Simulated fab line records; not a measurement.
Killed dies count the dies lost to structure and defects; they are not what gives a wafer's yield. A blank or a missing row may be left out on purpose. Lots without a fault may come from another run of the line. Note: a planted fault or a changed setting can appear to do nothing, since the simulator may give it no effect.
fab line records    flow gf180mcu
record: lots: 14  wafers: 42  lastDay: 34
route steps=602 shown VT_IMPLANT@133 HV_LDD@196 CONTACT@311
lots that met no fault: from a run of the same line without faults
startH: hours from the record's opening day to when the first of the lot's shown wafers began    waitH: hours since the lot's step before    " same as the row above    L1.1+2: a single row standing in for several wafers    - either no value or no given start    * or withheld: withheld    < > ~ a bound
route shown NAME@n: NAME is a module with steps in the file, n the number in the route of the first one    usual: mean/standard deviation taken from wafers without a fault    same: alike in all rows    chamber/n: place in a boat    sites: each site's reading    _std_site: standard deviation across them    _edge_site: mean of outer sites minus mean of inner sites    radiusMm: how far each site lies from the wafer's centre    mask NAME#n: copy n    behind: the most recent tool/chamber to have shaped the wafer    hold: why the lot went on hold/how many hours it stayed there/how the hold came to an end    device: names the non-switching transistor (n, p or np)    end of line: the same wafers' tests at the end of the route    a step given without rows: its recipe and nothing more    killed: count of dies lost to structure and defects at first sort (not the wafer's yield)    map: per-die view of a wafer (x killed, . not killed, _ where there is no die)
set.NAME: the setting that was run; set.NAME@STEP: the one run at that earlier step    model.NAME: the simulator's own value behind a step, which no gauge read
the route's steps for a sample of lots (tables are steps, rows are wafers)
services: a tool's chamber out of use, with start hour (startH, from the record's first day; less than 0 if before it), hours out, and reason
== steps ==
step: GF_VT_IMPLANT_TW_MEAS_43
usual: VT_IMPLANT_4_TW: 695/6.6
lot.wafer  tool          chamber  startH  waitH  VT_IMPLANT_4_TW
L238.2     filmMetro-01  -        157.86  0.1    685
L238.3     "             -        "       "      684
L238.6     "             -        "       "      683
L239.1     filmMetro-03  -        165.54  0.1    702
L239.5     "             -        "       "      702
L239.6     "             -        "       "      704
L240.2     filmMetro-04  -        174.20  0.1    703
L240.3     "             -        "       "      705
L240.4     "             -        "       "      703
L241.1     filmMetro-03  -        177.44  0.1    698
L241.4     "             -        "       "      700
L241.5     "             -        "       "      704
L244.1     filmMetro-04  -        203.64  0.1    694
L244.2     "             -        "       "      696
L244.6     "             -        "       "      694
L249.1     filmMetro-01  -        232.80  0.1    690
L249.4     "             -        "       "      691
L249.5     "             -        "       "      696
L250.3     filmMetro-03  -        239.07  0.1    698
L250.4     "             -        "       "      703
L250.6     "             -        "       "      698
L252.3     filmMetro-01  -        269.37  0.1    685
L252.4     "             -        "       "      682
L252.5     "             -        "       "      685
L253.1     filmMetro-03  -        270.55  0.1    695
L253.4     "             -        "       "      696
L253.5     "             -        "       "      694
L254.2     filmMetro-03  -        271.00  0.1    692
L254.5     "             -        "       "      693
L254.6     "             -        "       "      692
L255.2     filmMetro-03  -        272.30  0.1    694
L255.5     "             -        "       "      693
L255.6     "             -        "       "      695
L257.1     filmMetro-04  -        298.24  0.1    700
L257.2     "             -        "       "      701
L257.5     "             -        "       "      702
L258.1     filmMetro-03  -        303.39  0.1    692
L258.2     "             -        "       "      690
L258.4     "             -        "       "      691
L260.1     filmMetro-04  -        321.14  0.1    701
L260.2     "             -        "       "      701
L260.5     "             -        "       "      700
step: GF_HV_LDD_OVL_MEAS_20
usual: HV_LDD_01_OVL: 0.5/1.4
lot.wafer  tool        chamber  startH  waitH  HV_LDD_01_OVL[nm]
L238.2     overlay-01  -        238.43  0.1    0.6
L238.3     "           -        "       "      0.3
L238.6     "           -        "       "      1.5
L239.1     overlay-01  -        245.88  0.1    0.8
L239.5     "           -        "       "      1.2
L239.6     "           -        "       "      0.5
L240.2     overlay-02  -        254.29  0.1    -0.6
L240.3     "           -        "       "      -2.1
L240.4     "           -        "       "      -0.1
L241.1     overlay-01  -        260.28  0.1    1.3
L241.4     "           -        "       "      1.3
L241.5     "           -        "       "      0.9
L244.1     overlay-01  -        286.73  0.1    2.0
L244.2     "           -        "       "      1.2
L244.6     "           -        "       "      2.7
L249.1     overlay-02  -        326.58  0.1    1.1
L249.4     "           -        "       "      0.4
L249.5     "           -        "       "      1.2
L250.3     overlay-02  -        326.71  0.1    1.4
L250.4     "           -        "       "      2.4
L250.6     "           -        "       "      -0.2
L253.1     overlay-02  -        362.98  0.1    -3.6
L253.4     "           -        "       "      -0.6
L253.5     "           -        "       "      -1.1
L252.3     overlay-01  -        363.68  0.1    -0.3
L252.4     "           -        "       "      1.7
L252.5     "           -        "       "      0.3
L254.2     overlay-02  -        364.53  0.1    0.8
L254.5     "           -        "       "      -1.7
L254.6     "           -        "       "      -2.3
L255.2     overlay-01  -        369.17  0.1    0.6
L255.5     "           -        "       "      2.4
L255.6     "           -        "       "      0.6
L257.1     overlay-01  -        394.62  0.1    1.5
L257.2     "           -        "       "      0.2
L257.5     "           -        "       "      -0.5
L258.1     overlay-01  -        400.77  0.1    1.8
L258.2     "           -        "       "      0.5
L258.4     "           -        "       "      2.6
L260.1     overlay-01  -        421.28  0.1    -0.3
L260.2     "           -        "       "      -2.9
L260.5     "           -        "       "      -1.4
step: GF_HV_LDD_EXPOSE_28
recipe: maskId: Nplus_HV_AREA  targetCdNm: 400  na: 0.6  sourceShape: conventional  sigmaOuter: 0.6  doseMj: 140
usual: exposureDoseMJCm2: 139.98/0.13  focusOffsetNm: -0.1/0.51
lot.wafer  tool             chamber  startH  waitH  mask             exposureDoseMJCm2  focusOffsetNm
L238.2     ilineStepper-01  0        248.63  -      Nplus_HV_AREA#0  140.24             0.3
L238.3     "                0        "       "      Nplus_HV_AREA#0  140.25             -1.0
L238.6     "                0        "       "      Nplus_HV_AREA#0  140.30             0.2
L239.1     ilineStepper-02  0        255.23  -      Nplus_HV_AREA#0  139.94             -1.4
L239.5     "                0        "       "      Nplus_HV_AREA#0  140.03             -1.3
L239.6     "                0        "       "      Nplus_HV_AREA#0  140.12             -0.4
L240.2     ilineStepper-02  0        264.22  -      Nplus_HV_AREA#0  139.99             0.7
L240.3     "                0        "       "      Nplus_HV_AREA#0  139.96             -0.5
L240.4     "                0        "       "      Nplus_HV_AREA#0  139.89             -0.4
L241.1     ilineStepper-01  0        270.48  -      Nplus_HV_AREA#0  140.06             0.0
L241.4     "                0        "       "      Nplus_HV_AREA#0  139.87             0.8
L241.5     "                0        "       "      Nplus_HV_AREA#0  140.07             -0.1
L244.1     ilineStepper-02  0        296.91  -      Nplus_HV_AREA#0  139.88             -0.3
L244.2     "                0        "       "      Nplus_HV_AREA#0  140.04             -1.0
L244.6     "                0        "       "      Nplus_HV_AREA#0  140.10             -0.2
L249.1     ilineStepper-01  -        337.92  -      Nplus_HV_AREA#0  -                  -
L249.4     "                -        "       "      Nplus_HV_AREA#0  -                  -
L249.5     "                -        "       "      Nplus_HV_AREA#0  -                  -
L250.3     ilineStepper-02  -        338.24  -      Nplus_HV_AREA#0  -                  -
L250.4     "                -        "       "      Nplus_HV_AREA#0  -                  -
L250.6     "                -        "       "      Nplus_HV_AREA#0  -                  -
L253.1     ilineStepper-01  0        374.67  -      Nplus_HV_AREA#0  140.13             1.1
L253.4     "                0        "       "      Nplus_HV_AREA#0  140.09             0.3
L253.5     "                0        "       "      Nplus_HV_AREA#0  140.14             0.9
L252.3     ilineStepper-02  0        375.31  -      Nplus_HV_AREA#0  139.92             0.0
L252.4     "                0        "       "      Nplus_HV_AREA#0  140.08             -0.9
L252.5     "                0        "       "      Nplus_HV_AREA#0  140.07             0.1
L254.2     ilineStepper-01  0        376.30  -      Nplus_HV_AREA#0  139.92             0.3
L254.5     "                0        "       "      Nplus_HV_AREA#0  140.08             -0.3
L254.6     "                0        "       "      Nplus_HV_AREA#0  139.91             -0.5
L255.2     ilineStepper-01  0        380.62  -      Nplus_HV_AREA#0  139.89             0.2
L255.5     "                0        "       "      Nplus_HV_AREA#0  139.70             0.4
L255.6     "                0        "       "      Nplus_HV_AREA#0  139.89             0.0
L257.1     ilineStepper-01  0        406.80  -      Nplus_HV_AREA#0  139.90             -0.5
L257.2     "                0        "       "      Nplus_HV_AREA#0  140.01             -0.5
L257.5     "                0        "       "      Nplus_HV_AREA#0  139.93             0.1
L258.1     ilineStepper-01  0        412.85  -      Nplus_HV_AREA#0  139.78             0.5
L258.2     "                0        "       "      Nplus_HV_AREA#0  140.17             -0.3
L258.4     "                0        "       "      Nplus_HV_AREA#0  140.07             0.1
L260.1     ilineStepper-01  0        434.23  -      Nplus_HV_AREA#0  139.83             -0.2
L260.2     "                0        "       "      Nplus_HV_AREA#0  139.77             0.6
L260.5     "                0        "       "      Nplus_HV_AREA#0  139.87             0.0
step: GF_CONTACT_CVD_24
recipe: material: W  targetThkNm: 300  timeS: 90.339  tempC: 400  pressureTorr: 40
usual: heaterPowerW: 899/66
lot.wafer  tool     chamber  startH  waitH  heaterPowerW
L238.2     cvdW-02  1        369.67  0.0    941
L238.3     "        0        "       "      859
L238.6     "        1        "       "      924
L239.1     cvdW-02  1        378.87  0.0    909
L239.5     "        1        "       "      954
L239.6     "        1        "       "      934
L240.2     cvdW-01  0        387.71  0.0    805
L240.3     "        0        "       "      802
L240.4     "        1        "       "      1071
L241.1     cvdW-02  1        394.57  0.0    938
L241.4     "        1        "       "      922
L241.5     "        0        "       "      863
L244.1     cvdW-02  1        426.93  0.0    973
L244.2     "        0        "       "      851
L244.6     "        0        "       "      864
L253.1     cvdW-02  1        514.88  0.0    943
L253.4     "        1        "       "      947
L253.5     "        0        "       "      858
L252.3     cvdW-01  1        515.87  0.1    970
L252.4     "        0        "       "      831
L252.5     "        1        "       "      970
L254.2     cvdW-02  0        517.13  0.0    846
L254.5     "        1        "       "      919
L254.6     "        0        "       "      850
L255.2     cvdW-01  0        519.89  0.0    806
L255.5     "        1        "       "      952
L255.6     "        0        "       "      808
L257.1     cvdW-01  0        546.15  0.0    803
L257.2     "        1        "       "      954
L257.5     "        1        "       "      985
L258.1     cvdW-02  1        550.71  0.0    924
L258.2     "        0        "       "      850
L258.4     "        1        "       "      925
L260.1     cvdW-02  0        571.06  0.0    855
L260.2     "        1        "       "      931
L260.5     "        0        "       "      871
== services ==
tool             chamber  startH  hours  kind
cvdW-02          1        270.04  17.1   repair
ilineStepper-01  -        306.11  8.9    pm
cvdW-01          1        318.31  2.4    repair
ilineStepper-02  -        326.40  1.7    pm
ilineStepper-01  -        339.08  7.2    repair
ilineStepper-02  0        352.76  -      calibration
ilineStepper-01  0        362.62  -      calibration
cvdW-01          -        371.81  4.3    pm
cvdW-02          0        375.91  8.6    repair
cvdW-01          -        390.00  14.0   pm
cvdW-01          0        390.00  14.0   ventCycle
cvdW-01          1        390.00  14.0   ventCycle
ilineStepper-02  -        402.95  7.0    repair
cvdW-01          -        404.00  2.8    pm
cvdW-01          0        404.00  -      clean
cvdW-01          1        404.00  -      clean
ilineStepper-01  -        409.97  1.7    pm
cvdW-01          -        427.18  1.7    repair
cvdW-02          1        427.47  4.6    repair
cvdW-02          0        474.09  24.1   repair
ilineStepper-01  -        485.34  4.4    pm
cvdW-01          -        494.77  6.9    pm
cvdW-02          -        516.53  0.2    repair
ilineStepper-02  -        544.69  1.7    pm
== key ==
firstSign: step: GF_HV_LDD_EXPOSE_28  reading: toolRecord  direction: missing
effect none on later readings
metAt GF_HV_LDD_EXPOSE_28
struckLots L249,L250
laterRowsLeftOut L249.1,L249.4,L249.5,L250.3,L250.4,L250.6
sortLeftOut L249.1,L249.4,L249.5,L250.3,L250.4,L250.6
testerLeftOut L249,L250
notActingAt GF_VT_IMPLANT_TW_MEAS_43,GF_HV_LDD_OVL_MEAS_20,GF_CONTACT_CVD_24
onsetBetween 296.91 337.92
fault: kind: skippedStepWhole  tool: ilineStepper-01,ilineStepper-02  chamber: -  onsetH: 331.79  steps: GF_HV_LDD_EXPOSE_28  scope: struckLotsOnly
testerLeftOut: of these lots the tester's yield and bins aren't shown, on N5 and GAA mostly nor the transistor test; their killed dies are dies lost to structure and defects alone, not to doping, threshold or leakage, so they don't give the yield
sortLeftOut: the simulated sort isn't trusted on such a fault, so these wafers' sort isn't shown, and their yield isn't known
laterRowsLeftOut: the simulator's readings of these wafers behind a module that went badly wrong aren't trusted and aren't shown, but for the sort
